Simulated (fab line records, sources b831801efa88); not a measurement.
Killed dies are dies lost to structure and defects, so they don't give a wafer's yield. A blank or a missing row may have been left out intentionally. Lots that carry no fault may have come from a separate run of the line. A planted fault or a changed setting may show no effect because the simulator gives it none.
Which tool did it? | flow gf180mcu | 13 lots with 39 wafers sampled at 4 steps, on a route of 602 steps

== WHAT THE GAUGES READ, wafer by wafer ==
GF_STI_BOW_MEAS_00.
lot  | measured    | on            | INCOMING_BOW (um)
L239 | day 1 15:04 | film-metro-04 | 6 -2 -3
L240 | day 1 20:02 | film-metro-03 | 3 2 -3
L241 | day 2 01:00 | film-metro-04 | -4 3 4
L242 | day 2 06:00 | film-metro-03 | 1 9 -2
L243 | day 2 11:00 | film-metro-03 | -11 3 -5
L245 | day 2 21:01 | film-metro-04 | 4 2 -5
L246 | day 3 02:00 | film-metro-03 | -1 0 4
L253 | day 4 13:01 | film-metro-02 | -5 10 -4
L254 | day 4 18:01 | film-metro-03 | -2 -10 0
L257 | day 5 09:00 | film-metro-02 | 1 -3 7
L258 | day 5 14:02 | film-metro-02 | -3 3 -7
L260 | day 6 00:00 | film-metro-03 | 7 -13 3
L261 | day 6 05:00 | film-metro-03 | 11 2 2

GF_STI_THK_MEAS_02.
lot  | measured    | on            | STI_OXIDATION_THK (nm)
L239 | day 1 19:33 | film-metro-03 | 10.05 10.11 10.15
L240 | day 1 22:29 | film-metro-04 | 10.12 9.97 9.90
L241 | day 2 02:56 | film-metro-04 | 9.98 10.21 10.19
L242 | day 2 08:42 | film-metro-03 | 10.32 10.34 10.35
L243 | day 2 17:40 | film-metro-04 | 15.70 15.97 16.03
L245 | day 3 01:54 | film-metro-02 | 16.66 17.14 16.94
L246 | day 3 04:38 | film-metro-04 | 10.38 10.27 10.25
L253 | day 4 15:34 | film-metro-03 | 9.74 9.94 9.88
L254 | day 4 19:44 | film-metro-02 | 9.84 9.92 10.05
L257 | day 5 11:11 | film-metro-04 | 9.90 9.77 9.98
L258 | day 5 15:32 | film-metro-03 | 9.63 9.70 9.82
L260 | day 6 01:31 | film-metro-03 | 10.11 10.06 9.90
L261 | day 6 06:31 | film-metro-02 | 9.79 9.68 9.79

GF_STI_THK_MEAS_24.
lot  | measured    | on            | STI_CVD_23_THK (nm)
L239 | day 2 10:40 | film-metro-03 | 641 654 646
L240 | day 2 15:45 | film-metro-04 | 641 652 644
L241 | day 2 20:20 | film-metro-03 | 651 654 661
L242 | day 3 04:16 | film-metro-02 | 657 652 657
L243 | day 3 08:36 | film-metro-04 | 660 659 660
L245 | day 3 15:53 | film-metro-02 | 654 647 649
L246 | day 3 20:34 | film-metro-04 | 651 646 652
L253 | day 5 09:36 | film-metro-04 | 656 655 649
L254 | day 5 13:52 | film-metro-02 | 640 635 640
L257 | day 6 05:17 | film-metro-03 | 635 644 639
L258 | day 6 10:20 | film-metro-03 | 639 641 643
L260 | day 6 20:20 | film-metro-04 | 651 657 645
L261 | day 7 01:30 | film-metro-02 | 662 652 652

== EACH LOT AND THE TOOL THAT RAN IT (in order: tool; ch and the chambers of the sampled wafers; start) ==
lot  | GF_STI_OXIDATION_01
L239 | furnace-02 ch 0, day 1 18:07
L240 | furnace-02 ch 0, day 1 21:04
L241 | furnace-01 ch 0, day 2 01:33
L242 | furnace-02 ch 0, day 2 07:18
L243 | furnace-01 ch 0, day 2 13:05 and furnace-02 ch 0, day 2 16:17
L245 | furnace-02 ch 0, day 2 21:43
L246 | furnace-02 ch 0, day 3 03:14
L253 | furnace-02 ch 0, day 4 14:09
L254 | furnace-02 ch 0, day 4 18:20
L257 | furnace-01 ch 0, day 5 09:48
L258 | furnace-01 ch 0, day 5 14:07
L260 | furnace-01 ch 0, day 6 00:07
L261 | furnace-01 ch 0, day 6 05:07
- GF_STI_OXIDATION_01: stabilise 600 s, purge 300 s, target thk 10 nm.

== WHAT THE TOOLS THEMSELVES READ (means of the sampled wafers that have a number; where no wafer has one, the mark that the record gives instead) ==
GF_STI_OXIDATION_01.
lot  | tool                  | ox-temp-c-max
L239 | furnace-02            | 906.5
L240 | furnace-02            | 906.7
L241 | furnace-01            | 905.4
L242 | furnace-02            | 906.1
L243 | furnace-01/furnace-02 | 905.3
L245 | furnace-02            | 907.4
L246 | furnace-02            | 906.6
L253 | furnace-02            | 907.9
L254 | furnace-02            | 906.8
L257 | furnace-01            | 904.0
L258 | furnace-01            | 905.1
L260 | furnace-01            | 904.2
L261 | furnace-01            | 904.4

== THE ANSWER, worked out from the rows above alone ==
Rule: what is usual is taken from the lots themselves. Put in order of their means at a reading, lots are off if they are a third of the lots or fewer, leave a main group of 4 or more, and stand apart from it by a gap of 3 or more times the standard deviation of the main group's means; of several such gaps the widest counts. If all means in a main group match to the digits the tables above print for the reading, that group is not used. A lot without any number at a reading at which 4 lots or more have one is off too. Any other lot the step has rows for is counted as sound. After the gauges, taken in route order, come the tools' own readings; for these a lot's mean is taken, as printed above. The first step at which some lot is off is used, and at that step the reading that is off furthest; a lot without a number counts as furthest.
Off: at GF_STI_THK_MEAS_02 (STI_OXIDATION_THK), L243, L245. Mean 10.00 nm and standard deviation 0.19 in the main group.
If a tool, at a process step before that reading, ran all the lots that are off and no sound lot after the first of them, it fits. Gauges at GF_STI_THK_MEAS_02: tried the same way as those tools. No candidate that was tried fits.

== WHAT THE SIMULATOR PUT IN ==
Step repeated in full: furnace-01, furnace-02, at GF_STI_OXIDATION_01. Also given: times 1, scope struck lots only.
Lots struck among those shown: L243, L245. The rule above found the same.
